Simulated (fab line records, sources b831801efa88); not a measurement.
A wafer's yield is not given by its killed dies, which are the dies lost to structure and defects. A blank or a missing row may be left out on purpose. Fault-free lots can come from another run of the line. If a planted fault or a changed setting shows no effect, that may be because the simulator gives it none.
Matching of chambers    flow sky130    wet_bench-02 running SKY_POLY_GATE_CLEAN_19: 3 sister chambers
The step cleans in SC1/SC2, time 150 s. 16 wafers are shown with their chamber, then 5 later ones without.

## WAFERS WITH THEIR CHAMBER
wafer   chamber  bath_heat_duty_pct (%)  temp_c (C)
L491.2  0        14.6                    70.11
L491.3  0        14.5                    69.98
L491.6  0        15.6                    70.06
L493.2  1        11.0                    70.08
L493.4  1        11.5                    70.01
L493.6  1        11.1                    69.95
L495.2  2        14.5                    70.27
L495.3  2        15.2                    69.85
L495.6  2        15.5                    70.17
L498.1  2        16.4                    69.97
L498.2  2        15.5                    69.85
L498.3  2        14.4                    69.88
L502.2  2        15.0                    69.98
L502.4  2        14.4                    69.89
L502.6  2        16.4                    69.81
L504.1  0        15.7                    70.07

SIGNATURES (means of the wafers above)
reading             chamber 0  chamber 1  chamber 2  scatter within a chamber
bath_heat_duty_pct  15.100     11.200     15.256     0.691
temp_c              70.0550    70.0133    69.9633    0.129
Rule: distance of a wafer from a chamber = root of the sum over the readings of ((wafer's reading minus chamber's mean) / reading's scatter) squared. The wafer belongs to the nearest chamber; if the next one is less than 2 further off, it can't be placed. The scatter is the square root of a quotient: the sum, over the shown wafers, of each reading's squared deviation from its chamber's mean, divided by wafers minus chambers.

## WAFERS MISSING THEIR CHAMBER
wafer   bath_heat_duty_pct (%)  temp_c (C)
L504.3  13.9                    70.08
L504.6  15.6                    69.83
L505.1  11.1                    69.81
L505.3  11.4                    70.04
L505.5  10.1                    69.96

## WHICH CHAMBER EACH ONE RAN IN
wafer   from the rows above      in truth
L504.3  can't be placed: 0 or 2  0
L504.6  can't be placed: 2 or 0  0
L505.1  1                        1
L505.3  1                        1
L505.5  1                        1
Correct placement for 3 of the 5. From these rows, 2 cannot be placed; in 2 the true chamber is one of the candidates. Wrongly placed: 0.
